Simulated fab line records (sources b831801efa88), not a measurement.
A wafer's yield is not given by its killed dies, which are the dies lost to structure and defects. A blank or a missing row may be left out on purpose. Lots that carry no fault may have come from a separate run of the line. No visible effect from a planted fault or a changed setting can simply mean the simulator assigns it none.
Which tool was responsible? ; flow gf180mcu ; 12 lots with 36 wafers sampled at 6 steps, on a route of 602 steps

== WHAT THE GAUGES SHOWED, per wafer ==
GF_HV_LDD_TW_MEAS_38. Usual: for HV_LDD_3_TW the level is 1422 and the standard deviation is 13.
lot;measured;on;HV_LDD_3_TW;flag
L716;day 11 13:57;film metro-04;1409 1414 1409;
L717;day 11 19:00;film metro-02;1456 1443 1442;
L719;day 12 12:53;film metro-04;1403 1406 1409;
L720;day 12 21:45;film metro-04;1405 1408 1403;
L721;day 13 10:13;film metro-04;1415 1406 1410;
L722;day 13 14:12;film metro-03;1420 1422 1428;
L725;day 14 13:25;film metro-02;1447 1442 1442;
L728;day 15 11:17;film metro-03;1417 1428 1424;
L732;day 16 19:27;film metro-03;1415 1425 1423;
L735;day 17 17:10;film metro-04;1421 1418 1415;
L736;day 17 23:10;film metro-02;1445 1447 1444;
L737;day 18 09:30;film metro-03;1424 1430 1425;

GF_NSD_OVL_MEAS_08. Usual: for NSD_OVL the level is -0.9 nm and the standard deviation is 1.2.
lot;measured;on;NSD_OVL (nm);flag
L716;day 13 07:34;overlay-02;0.2 0.1 0.2;
L717;day 13 13:55;overlay-01;-0.3 0.2 -0.1;
L719;day 14 10:34;overlay-01;-2.2 -1.3 -2.6;
L720;day 14 17:55;overlay-02;-0.2 -0.2 2.1;
L721;day 15 07:08;overlay-01;-1.5 -2.2 -0.8;
L722;day 15 10:29;overlay-01;-2.2 -2.0 -1.3;
L725;day 16 16:01;overlay-02;-0.5 -1.5 -1.2;
L728;day 17 11:01;overlay-01;0.0 -1.5 -2.6;
L732;day 18 21:15;overlay-01;-3.0 -3.1 -2.4;
L735;day 19 20:06;overlay-01;-1.4 -1.5 -0.8;
L736;day 20 00:34;overlay-01;-1.8 -1.8 -1.9;
L737;day 20 13:32;overlay-01;-1.9 0.1 -3.2;

GF_PSD_RS_MEAS_14: a four-point-probe measurement. Usual: for NSD_RS the level is 46.15 ohm/sq and the standard deviation is 0.096.
lot;measured;on;NSD_RS (ohm/sq);flag
L716;day 14 04:43;film metro-01;46.00 46.13 46.16;
L717;day 14 11:28;film metro-03;46.08 46.26 45.98;
L719;day 15 07:53;film metro-03;46.05 46.15 46.08;
L720;day 15 16:17;film metro-03;46.08 46.17 46.08;
L721;day 16 05:58;film metro-01;44.06 44.11 44.09;OFF
L722;day 16 09:04;film metro-02;44.24 44.12 44.08;OFF
L725;day 17 15:40;film metro-03;46.08 46.16 46.27;
L728;day 18 11:32;film metro-03;46.16 46.15 46.07;
L732;day 19 22:31;film metro-01;46.27 46.22 46.12;
L735;day 20 21:59;film metro-01;46.26 46.08 46.13;
L736;day 21 01:49;film metro-03;46.08 46.01 45.98;
L737;day 21 14:31;film metro-03;46.09 46.10 46.18;

== TOOL THAT RAN EACH LOT (tool first, then ch and the chambers of the sampled wafers, then the start) ==
lot;GF_HV_LDD_RTA_52;GF_NSD_IMPLANT_09;GF_NSD_STRIP_11
L716;rtp anneal-02 ch 0, day 12 09:34;implanter-04 ch 0, day 13 07:37;plasma asher-02 ch 0,1, day 13 07:53
L717;rtp anneal-01 ch 0, day 12 15:19;implanter-03 ch 0, day 13 13:58;plasma asher-02 ch 0,1, day 13 14:14
L719;rtp anneal-01 ch 0, day 13 09:09;implanter-04 ch 0, day 14 10:35;plasma asher-03 ch 0,1, day 14 10:53
L720;rtp anneal-01 ch 0, day 13 18:31;implanter-04 ch 0, day 14 17:58;plasma asher-02 ch 0,1, day 14 18:14
L721;rtp anneal-01 ch 0, day 14 06:47;implanter-03 ch 0, day 15 07:13;plasma asher-02 ch 0,1, day 15 07:58
L722;rtp anneal-01 ch 0, day 14 10:52;implanter-01 ch 0, day 15 10:33;plasma asher-03 ch 0,1, day 15 11:17
L725;rtp anneal-02 ch 0, day 15 11:08;implanter-03 ch 0, day 16 16:05;plasma asher-01 ch 0,1, day 16 16:23
L728;rtp anneal-02 ch 0, day 16 09:50;implanter-01 ch 0, day 17 11:07;plasma asher-02 ch 0,1, day 17 11:23
L732;rtp anneal-02 ch 0, day 17 18:43;implanter-04 ch 0, day 18 21:18;plasma asher-02 ch 0,1, day 18 21:35
L735;rtp anneal-01 ch 0, day 18 17:17;implanter-03 ch 0, day 19 20:11;plasma asher-03 ch 0,1, day 19 20:27
L736;rtp anneal-02 ch 0, day 18 22:26;implanter-01 ch 0, day 20 00:38;plasma asher-01 ch 0,1, day 20 00:56
L737;rtp anneal-02 ch 0, day 19 09:40;implanter-03 ch 0, day 20 13:35;plasma asher-01 ch 0,1, day 20 13:52
- GF_HV_LDD_RTA_52: time 10 s.
- GF_NSD_IMPLANT_09
- GF_NSD_STRIP_11: strips in O2/N2.

== AS READ BY THE TOOLS THEMSELVES (means over the sampled wafers that have a number; for cases with no such wafer, the mark the record gives instead) ==
GF_HV_LDD_RTA_52. Usual: chamber o2 ppm 2.000, standard deviation 0.021; lamp power pct 38.9 %, standard deviation 1.1; wafer_temp_C_max 1004.2, standard deviation 1.8.
lot;tool;chamber o2 ppm;lamp power pct (%);wafer_temp_C_max;flag
L716;rtp anneal-02;1.985;40.1;1006.3;
L717;rtp anneal-01;2.024;38.0;1003.0;
L719;rtp anneal-01;2.018;38.0;1002.8;
L720;rtp anneal-01;1.980;38.0;1003.8;
L721;rtp anneal-01;1.987;38.0;1002.6;
L722;rtp anneal-01;2.026;38.0;1001.9;
L725;rtp anneal-02;1.987;40.2;1006.4;
L728;rtp anneal-02;1.993;40.1;1005.1;
L732;rtp anneal-02;2.015;40.2;1005.4;
L735;rtp anneal-01;2.000;38.0;1003.0;
L736;rtp anneal-02;2.018;40.2;1006.9;
L737;rtp anneal-02;2.002;40.1;1005.9;

GF_NSD_IMPLANT_09. Usual: beam energy keV reads 59.998 (standard deviation 0.017).
lot;tool;beam energy keV;flag
L716;implanter-04;60.004;
L717;implanter-03;59.985;
L719;implanter-04;60.013;
L720;implanter-04;59.980;
L721;implanter-03;60.004;
L722;implanter-01;59.994;
L725;implanter-03;59.983;
L728;implanter-01;59.983;
L732;implanter-04;60.003;
L735;implanter-03;59.995;
L736;implanter-01;60.008;
L737;implanter-03;59.991;

GF_NSD_STRIP_11. Usual: drypump motor current A 5.7 A, standard deviation 0.38; heater power w 328 W, standard deviation 21; oes product au 0.486 a.u., standard deviation 0.0046; strip time to endpoint s 22.95 s, standard deviation 0.046.
lot;tool;drypump motor current A (A);heater power w (W);oes product au (a.u.);strip time to endpoint s (s);flag
L716;plasma asher-02;5.7;330;0.486;22.96;
L717;plasma asher-02;5.9;315;0.487;23.01;
L719;plasma asher-03;5.6;319;0.480;22.95;
L720;plasma asher-02;5.7;329;0.487;22.92;
L721;plasma asher-02;5.7;334;0.482;24.12;OFF
L722;plasma asher-03;5.3;321;0.471;24.08;OFF
L725;plasma asher-01;5.9;349;0.488;22.95;
L728;plasma asher-02;5.7;328;0.488;23.00;
L732;plasma asher-02;5.7;331;0.483;22.97;
L735;plasma asher-03;5.6;333;0.485;22.90;
L736;plasma asher-01;5.9;357;0.487;22.92;
L737;plasma asher-01;5.8;331;0.486;22.99;

== THE ANSWER, worked out from the rows above alone ==
Rule: a lot counts as off when the mean over its wafers that have a number is more than 3 standard deviations away from the usual mean. A lot without any number at a reading at which 4 lots or more have one is off too. The other lots that the step has rows for count as sound. The gauges are gone through in route order, then the tools' own readings, and for those a lot's mean is taken as printed above. The first step at which some lot is off is used, and at that step the reading that is off furthest; a lot without a number counts as furthest.
Off: at GF_PSD_RS_MEAS_14 (NSD_RS), L721, L722.
A tool fits if, at a process step before that reading, it ran every lot that is off, and no sound lot after the first of them. The gauges at GF_PSD_RS_MEAS_14 aren't tried: what is off there is off at GF_NSD_STRIP_11 too, on other tools, and a gauge's error can't cause that. Of those tried, none fits.

== WHAT WAS PUT IN BY THE SIMULATOR ==
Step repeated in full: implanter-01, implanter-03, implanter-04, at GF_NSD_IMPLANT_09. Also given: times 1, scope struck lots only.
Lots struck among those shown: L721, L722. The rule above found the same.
